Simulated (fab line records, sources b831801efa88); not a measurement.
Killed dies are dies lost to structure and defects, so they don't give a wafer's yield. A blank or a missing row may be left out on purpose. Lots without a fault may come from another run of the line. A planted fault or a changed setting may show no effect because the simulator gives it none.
fab line records | flow gf180mcu
record lots=24 wafers=72 last_day=34
route steps=602 shown VT_IMPLANT@100 MVPSD@139 V4@497 V5@543
lots that met no fault: from a run of the same line without faults
start_h: hours from the record's first day to the start of the lot's first wafer shown | wait_h: hours since the lot's step before | " the same as in the row above | L1.1+2: a row that stands for several wafers | - no value, or no start given | * or withheld: withheld | < > ~ a bound
route shown NAME@n: a module of which the file shows steps, and the number in the route of the first | usual: mean/standard deviation of fault-free wafers | same: alike in all rows | chamber/n: place in a boat | sites: the reading at each site | _std_site: their standard deviation | _edge_site: outer sites' mean less inner sites' | radius_mm: how far each site lies from the wafer's centre | mask NAME#n: copy n | behind: the tool/chamber that last shaped the wafer | hold: why the lot was held/for how many hours/how that ended | device: the transistor (n, p or np) that didn't switch | end of line: the same wafers' tests at the end of the route | a step without rows: its recipe alone | killed: dies lost to structure and defects at the first sort, not the wafer's yield | map: a wafer's dies, x killed, . not, _ none there
set.NAME: the setting as run; set.NAME@STEP: as run at that earlier step | model.NAME: the simulator's own value behind a step, which no gauge read
steps of the route over a sample of lots; a table a step, a row a wafer
services: from which hour (start_h, from the record's first day; less than 0 if before it) a tool's chamber was out of use, for how many hours, and why
## steps
# step GF_VT_IMPLANT_TW_MEAS_10
# usual VT_IMPLANT_TW=564/7.9
# columns lot.wafer tool chamber start_h wait_h VT_IMPLANT_TW
L074.1 film_metro-01 - 112.22 0.1 557
L074.3 " - " " 555
L074.5 " - " " 553
L075.2 film_metro-04 - 118.68 0.1 571
L075.3 " - " " 574
L075.5 " - " " 571
L076.1 film_metro-04 - 122.62 0.1 574
L076.3 " - " " 569
L076.6 " - " " 573
L077.4 film_metro-02 - 124.50 0.1 561
L077.5 " - " " 562
L077.6 " - " " 560
L078.1 film_metro-04 - 137.67 0.1 572
L078.2 " - " " 576
L078.6 " - " " 575
L079.4 film_metro-02 - 141.10 0.1 566
L079.5 " - " " 561
L079.6 " - " " 565
L080.4 film_metro-02 - 153.50 0.1 558
L080.5 " - " " 559
L080.6 " - " " 558
L081.1 film_metro-04 - 158.72 0.1 569
L081.3 " - " " 569
L081.5 " - " " 569
L082.3 film_metro-02 - 166.59 0.1 559
L082.5 " - " " 560
L082.6 " - " " 561
L083.3 film_metro-01 - 171.19 0.1 553
L083.4 " - " " 553
L083.5 " - " " 552
L084.1 film_metro-01 - 178.06 0.1 552
L084.5 " - " " 554
L084.6 " - " " 553
L085.1 film_metro-01 - 183.47 0.1 554
L085.2 " - " " 556
L085.4 " - " " 554
L086.1 film_metro-04 - 190.07 0.1 575
L086.2 " - " " 575
L086.5 " - " " 573
L087.2 film_metro-02 - 191.88 0.1 557
L087.4 " - " " 563
L087.6 " - " " 559
L088.1 film_metro-04 - 201.16 0.1 572
L088.5 " - " " 573
L088.6 " - " " 572
L089.2 film_metro-02 - 210.73 0.1 561
L089.4 " - " " 563
L089.6 " - " " 561
L091.4 film_metro-04 - 219.90 0.1 574
L091.5 " - " " 576
L091.6 " - " " 577
L090.1 film_metro-04 - 220.17 0.1 575
L090.4 " - " " 579
L090.5 " - " " 575
L092.3 film_metro-04 - 223.44 0.1 574
L092.4 " - " " 576
L092.6 " - " " 578
L093.1 film_metro-02 - 231.17 0.1 555
L093.4 " - " " 560
L093.6 " - " " 557
L094.1 film_metro-01 - 231.56 0.1 559
L094.4 " - " " 558
L094.5 " - " " 559
L095.2 film_metro-01 - 244.02 0.1 554
L095.4 " - " " 557
L095.5 " - " " 555
L096.3 film_metro-02 - 250.39 0.1 564
L096.4 " - " " 562
L096.5 " - " " 564
L097.1 film_metro-01 - 252.46 0.1 557
L097.2 " - " " 559
L097.5 " - " " 561
# step GF_VT_IMPLANT_RS_MEAS_49
# recipe thk_meas_gauge=four-point-probe
# usual MVPSD_RS=1168.6/3
# columns lot.wafer tool chamber start_h wait_h MVPSD_RS[ohm/sq]
L074.1 film_metro-01 - 158.09 0.1 1166.6
L074.3 " - " " 1168.5
L074.5 " - " " 1167.2
L075.2 film_metro-04 - 163.66 0.1 1167.3
L075.3 " - " " 1168.4
L075.5 " - " " 1168.7
L076.1 film_metro-03 - 167.68 0.1 1174.1
L076.3 " - " " 1172.3
L076.6 " - " " 1172.4
L077.4 film_metro-04 - 171.15 0.1 1170.9
L077.5 " - " " 1168.5
L077.6 " - " " 1170.1
L078.1 film_metro-01 - 185.18 0.1 1169.4
L078.2 " - " " 1172.3
L078.6 " - " " 1168.0
L079.4 film_metro-01 - 188.99 0.1 1166.6
L079.5 " - " " 1164.8
L079.6 " - " " 1163.5
L080.4 film_metro-03 - 202.80 0.1 1166.7
L080.5 " - " " 1170.2
L080.6 " - " " 1169.9
L081.1 film_metro-01 - 209.48 0.1 1171.7
L081.3 " - " " 1169.4
L081.5 " - " " 1171.2
L082.3 film_metro-04 - 217.88 0.1 1170.3
L082.5 " - " " 1169.3
L082.6 " - " " 1170.4
L083.3 film_metro-01 - 222.08 0.1 1167.2
L083.4 " - " " 1168.4
L083.5 " - " " 1164.5
L084.1 film_metro-04 - 234.68 0.1 1167.7
L084.5 " - " " 1167.6
L084.6 " - " " 1166.2
L085.1 film_metro-01 - 236.08 0.1 1163.8
L085.2 " - " " 1164.2
L085.4 " - " " 1167.3
L086.1 film_metro-03 - 243.53 0.1 1170.2
L086.2 " - " " 1170.8
L086.5 " - " " 1169.5
L087.2 film_metro-01 - 245.53 0.1 1169.2
L087.4 " - " " 1163.6
L087.6 " - " " 1161.8
L088.1 film_metro-03 - 255.33 0.1 1167.4
L088.5 " - " " 1165.1
L088.6 " - " " 1165.7
L089.2 film_metro-01 - 268.11 0.1 1169.9
L089.4 " - " " 1166.2
L089.6 " - " " 1171.2
L091.4 film_metro-01 - 278.20 0.1 1166.1
L091.5 " - " " 1168.1
L091.6 " - " " 1168.1
L090.1 film_metro-03 - 278.44 0.1 1170.3
L090.4 " - " " 1174.6
L090.5 " - " " 1169.1
L092.3 film_metro-03 - 281.18 0.1 1169.2
L092.4 " - " " 1164.9
L092.6 " - " " 1168.8
L093.1 film_metro-01 - 289.04 0.1 1166.3
L093.4 " - " " 1165.3
L093.6 " - " " 1172.6
L094.1 film_metro-03 - 289.12 0.1 1170.2
L094.4 " - " " 1168.8
L094.5 " - " " 1169.3
L095.2 film_metro-04 - 302.75 0.1 1171.9
L095.4 " - " " 1174.7
L095.5 " - " " 1175.6
L096.3 film_metro-01 - 310.07 0.1 1167.5
L096.4 " - " " 1173.1
L096.5 " - " " 1166.2
L097.1 film_metro-04 - 311.19 0.1 1167.9
L097.2 " - " " 1169.2
L097.5 " - " " 1170.0
# step GF_V4_SPUTTER_21
# recipe material=Ti target_thk_nm=15 chamber_pressure_pa=5 power_w=2500 substrate_temp_c=200 time_s=80.02
# usual throttle_valve_pct=30.6/1
# same time_s=80.02
# columns lot.wafer tool chamber start_h wait_h throttle_valve_pct
L074.1 pvd_sputter-02 - 569.94 0.0 28.9
L074.3 " - " " 30.9
L074.5 " - " " 28.7
L075.2 pvd_sputter-03 - 574.09 0.0 31.6
L075.3 " - " " 28.5
L075.5 " - " " 31.3
L076.1 pvd_sputter-02 - 575.90 0.0 31.0
L076.3 " - " " 28.9
L076.6 " - " " 28.8
L077.4 pvd_sputter-04 - 582.75 0.0 30.6
L077.5 " - " " 30.4
L077.6 " - " " 30.7
L078.1 pvd_sputter-03 - 596.74 0.0 31.4
L078.2 " - " " 30.4
L078.6 " - " " 29.1
L079.4 pvd_sputter-04 - 601.68 0.0 30.8
L079.5 " - " " 30.6
L079.6 " - " " 32.5
L080.4 pvd_sputter-02 - 617.18 0.0 30.5
L080.5 " - " " 31.2
L080.6 " - " " 29.1
L081.1 pvd_sputter-03 - 624.84 0.0 28.9
L081.3 " - " " 30.7
L081.5 " - " " 30.5
L082.3 pvd_sputter-04 - 632.98 0.0 30.7
L082.5 " - " " 30.6
L082.6 " - " " 32.1
L083.3 pvd_sputter-03 - 636.08 0.0 28.8
L083.4 " - " " 30.4
L083.5 " - " " 30.5
L084.1 pvd_sputter-04 - 651.65 0.0 30.5
L084.5 " - " " 30.7
L084.6 " - " " 30.8
L085.1 pvd_sputter-04 - 656.33 0.0 30.5
L085.2 " - " " 30.7
L085.4 " - " " 30.6
L086.1 pvd_sputter-04 - 659.50 0.0 30.8
L086.2 " - " " 32.2
L086.5 " - " " 32.0
L087.2 pvd_sputter-03 - 664.08 0.0 28.9
L087.4 " - " " 30.4
L087.6 " - " " 31.7
L088.1 pvd_sputter-02 - 675.90 0.0 28.8
L088.5 " - " " 29.1
L088.6 " - " " 30.9
L089.2 pvd_sputter-02 - 683.88 0.0 28.6
L089.4 " - " " 31.0
L089.6 " - " " 30.9
L091.4 pvd_sputter-02 - 695.70 0.0 30.8
L091.5 " - " " 31.1
L091.6 " - " " 29.0
L090.1 pvd_sputter-03 - 698.54 0.0 30.2
L090.4 " - " " 31.5
L090.5 " - " " 30.8
L092.3 pvd_sputter-04 - 698.79 0.0 30.6
L092.4 " - " " 30.3
L092.6 " - " " 30.6
L093.1 pvd_sputter-04 - 707.90 0.0 30.9
L093.4 " - " " 30.7
L093.6 " - " " 31.8
L094.1 pvd_sputter-03 - 708.03 0.0 31.6
L094.4 " - " " 30.4
L094.5 " - " " 30.3
L095.2 pvd_sputter-03 - 719.77 0.0 28.8
L095.4 " - " " 31.2
L095.5 " - " " 30.6
L096.3 pvd_sputter-04 - 725.34 0.0 32.1
L096.4 " - " " 30.5
L096.5 " - " " 30.7
L097.1 pvd_sputter-03 - 725.64 0.0 30.8
L097.2 " - " " 30.4
L097.5 " - " " 30.3
# step GF_V4_THK_MEAS_25
# recipe thk_meas_gauge=xrf reads=W_of_V4_CVD_23
# usual V4_W_THK=362/7.5
# columns lot.wafer tool chamber start_h wait_h V4_W_THK[nm]
L074.1 film_metro-04 - 570.28 0.1 355
L074.3 " - " " 360
L074.5 " - " " 356
L075.2 film_metro-04 - 574.46 0.1 361
L075.3 " - " " 364
L075.5 " - " " 359
L076.1 film_metro-01 - 576.23 0.1 359
L076.3 " - " " 363
L076.6 " - " " 357
L077.4 film_metro-01 - 583.11 0.1 365
L077.5 " - " " 370
L077.6 " - " " 366
L078.1 film_metro-03 - 597.07 0.1 359
L078.2 " - " " 355
L078.6 " - " " 362
L079.4 film_metro-04 - 602.04 0.1 370
L079.5 " - " " 366
L079.6 " - " " 366
L080.4 film_metro-03 - 617.63 0.1 356
L080.5 " - " " 361
L080.6 " - " " 358
L081.1 film_metro-03 - 625.18 0.1 371
L081.3 " - " " 373
L081.5 " - " " 368
L082.3 film_metro-01 - 633.33 0.1 365
L082.5 " - " " 361
L082.6 " - " " 359
L083.3 film_metro-03 - 636.44 0.1 370
L083.4 " - " " 365
L083.5 " - " " 367
L084.1 film_metro-03 - 651.98 0.1 368
L084.5 " - " " 367
L084.6 " - " " 368
L085.1 film_metro-03 - 656.66 0.1 370
L085.2 " - " " 374
L085.4 " - " " 372
L086.1 film_metro-04 - 659.83 0.1 359
L086.2 " - " " 351
L086.5 " - " " 362
L087.2 film_metro-01 - 664.42 0.1 369
L087.4 " - " " 369
L087.6 " - " " 368
L088.1 film_metro-04 - 676.23 0.1 366
L088.5 " - " " 362
L088.6 " - " " 361
L089.2 film_metro-01 - 684.23 0.1 361
L089.4 " - " " 352
L089.6 " - " " 355
L091.4 film_metro-04 - 696.06 0.1 362
L091.5 " - " " 360
L091.6 " - " " 360
L090.1 film_metro-01 - 698.87 0.1 369
L090.4 " - " " 365
L090.5 " - " " 372
L092.3 film_metro-01 - 699.14 0.1 352
L092.4 " - " " 361
L092.6 " - " " 350
L093.1 film_metro-03 - 708.24 0.1 378
L093.4 " - " " 367
L093.6 " - " " 369
L094.1 film_metro-03 - 708.42 0.1 362
L094.4 " - " " 353
L094.5 " - " " 355
L095.2 film_metro-03 - 720.11 0.1 370
L095.4 " - " " 367
L095.5 " - " " 372
L096.3 film_metro-04 - 725.70 0.1 358
L096.4 " - " " 361
L096.5 " - " " 358
L097.1 film_metro-04 - 725.97 0.1 352
L097.2 " - " " 341
L097.5 " - " " 347
# step GF_V5_THK_MEAS_03
# recipe reads=SiO2_of_V5_CVD_02
# usual V5_CVD_02_THK=1448/19
# columns lot.wafer tool chamber start_h wait_h V5_CVD_02_THK[nm]
L074.1 film_metro-04 - 612.88 0.1 1428
L074.3 " - " " 1462
L074.5 " - " " 1471
L075.2 film_metro-03 - 618.65 0.1 1453
L075.3 " - " " 1471
L075.5 " - " " 1473
L076.1 film_metro-04 - 618.97 0.1 1433
L076.3 " - " " 1442
L076.6 " - " " 1445
L077.4 film_metro-03 - 626.98 0.1 1452
L077.5 " - " " 1449
L077.6 " - " " 1453
L078.1 film_metro-04 - 640.31 0.1 1465
L078.2 " - " " 1452
L078.6 " - " " 1450
L079.4 film_metro-03 - 644.89 0.0 1477
L079.5 " - " " 1446
L079.6 " - " " 1449
L080.4 film_metro-03 - 659.59 0.0 1452
L080.5 " - " " 1468
L080.6 " - " " 1462
L081.1 film_metro-04 - 666.65 0.1 1444
L081.3 " - " " 1457
L081.5 " - " " 1477
L082.3 film_metro-04 - 675.33 0.1 1452
L082.5 " - " " 1460
L082.6 " - " " 1473
L083.3 film_metro-03 - 676.93 0.1 1436
L083.4 " - " " 1475
L083.5 " - " " 1459
L084.1 film_metro-03 - 692.73 0.1 1428
L084.5 " - " " 1461
L084.6 " - " " 1456
L085.1 film_metro-03 - 696.07 0.1 1444
L085.2 " - " " 1432
L085.4 " - " " 1473
L086.1 film_metro-04 - 698.92 0.1 1467
L086.2 " - " " 1457
L086.5 " - " " 1480
L087.2 film_metro-03 - 704.10 0.1 1428
L087.4 " - " " 1449
L087.6 " - " " 1451
L088.1 film_metro-03 - 715.97 0.1 1422
L088.5 " - " " 1463
L088.6 " - " " 1470
L089.2 film_metro-03 - 721.97 0.1 1452
L089.4 " - " " 1458
L089.6 " - " " 1468
L091.4 film_metro-04 - 734.20 0.0 1459
L091.5 " - " " 1470
L091.6 " - " " 1455
L090.1 film_metro-04 - 736.53 0.1 1420
L090.4 " - " " 1435
L090.5 " - " " 1447
L092.3 film_metro-04 - 736.90 0.1 1434
L092.4 " - " " 1453
L092.6 " - " " 1451
L093.1 film_metro-03 - 745.75 0.1 1420
L093.4 " - " " 1439
L093.6 " - " " 1443
L094.1 film_metro-04 - 746.08 0.1 1431
L094.4 " - " " 1466
L094.5 " - " " 1450
L095.2 film_metro-03 - 755.67 0.1 1431
L095.4 " - " " 1456
L095.5 " - " " 1437
L096.3 film_metro-04 - 760.70 0.1 1425
L096.4 " - " " 1438
L096.5 " - " " 1455
L097.1 film_metro-03 - 761.23 0.1 1413
L097.2 " - " " 1439
L097.5 " - " " 1446
# step GF_V5_BOW_MEAS_05
# recipe mode=bow
# usual V5_BOW=135/9.1
# columns lot.wafer tool chamber start_h wait_h V5_BOW[um]
L074.1 film_metro-04 - 613.24 0.1 139
L074.3 " - " " 147
L074.5 " - " " 143
L075.2 film_metro-03 - 619.02 0.1 129
L075.3 " - " " 129
L075.5 " - " " 129
L076.1 film_metro-04 - 619.33 0.2 132
L076.3 " - " " 125
L076.6 " - " " 117
L077.4 film_metro-03 - 627.37 0.2 125
L077.5 " - " " 128
L077.6 " - " " 132
L078.1 film_metro-04 - 640.67 0.1 118
L078.2 " - " " 131
L078.6 " - " " 142
L079.4 film_metro-03 - 645.28 0.2 133
L079.5 " - " " 140
L079.6 " - " " 145
L080.4 film_metro-03 - 659.98 0.3 140
L080.5 " - " " 130
L080.6 " - " " 134
L081.1 film_metro-04 - 667.01 0.2 139
L081.3 " - " " 138
L081.5 " - " " 155
L082.3 film_metro-04 - 675.71 0.1 140
L082.5 " - " " 142
L082.6 " - " " 148
L083.3 film_metro-04 - 677.31 0.2 138
L083.4 " - " " 121
L083.5 " - " " 142
L084.1 film_metro-04 - 693.09 0.2 149
L084.5 " - " " 152
L084.6 " - " " 156
L085.1 film_metro-03 - 696.69 0.2 137
L085.2 " - " " 135
L085.4 " - " " 131
L086.1 film_metro-04 - 699.53 0.2 135
L086.2 " - " " 140
L086.5 " - " " 131
L087.2 film_metro-03 - 704.47 0.2 139
L087.4 " - " " 142
L087.6 " - " " 156
L088.1 film_metro-03 - 716.53 0.1 138
L088.5 " - " " 142
L088.6 " - " " 134
L089.2 film_metro-04 - 722.46 0.1 148
L089.4 " - " " 139
L089.6 " - " " 149
L091.4 film_metro-04 - 734.70 0.3 128
L091.5 " - " " 137
L091.6 " - " " 143
L090.1 film_metro-04 - 736.94 0.2 137
L090.4 " - " " 126
L090.5 " - " " 146
L092.3 film_metro-04 - 737.28 0.1 129
L092.4 " - " " 129
L092.6 " - " " 130
L093.1 film_metro-04 - 750.07 0.2 126
L093.4 " - " " 121
L093.6 " - " " 126
L094.1 film_metro-03 - 750.67 0.1 126
L094.4 " - " " 140
L094.5 " - " " 136
L095.2 film_metro-03 - 756.11 0.2 142
L095.4 " - " " 143
L095.5 " - " " 128
L096.3 film_metro-04 - 761.08 0.2 127
L096.4 " - " " 138
L096.5 " - " " 130
L097.1 film_metro-03 - 762.53 0.2 132
L097.2 " - " " 133
L097.5 " - " " 119
## services
# columns tool chamber start_h hours kind
pvd_sputter-04 - 556.84 7.5 repair
pvd_sputter-02 3 602.59 - consumable_replace:kit
pvd_sputter-02 3 602.59 18.0 scheduled_down
pvd_sputter-02 3 602.59 18.0 vent_cycle
pvd_sputter-02 - 634.24 4.5 repair
pvd_sputter-02 2 706.35 - consumable_replace:kit
pvd_sputter-02 2 706.35 18.0 scheduled_down
pvd_sputter-02 2 706.35 18.0 vent_cycle
pvd_sputter-04 3 709.31 - consumable_replace:kit
pvd_sputter-04 3 709.31 18.0 scheduled_down
pvd_sputter-04 3 709.31 18.0 vent_cycle
pvd_sputter-03 - 710.06 2.3 repair
## key
fault none
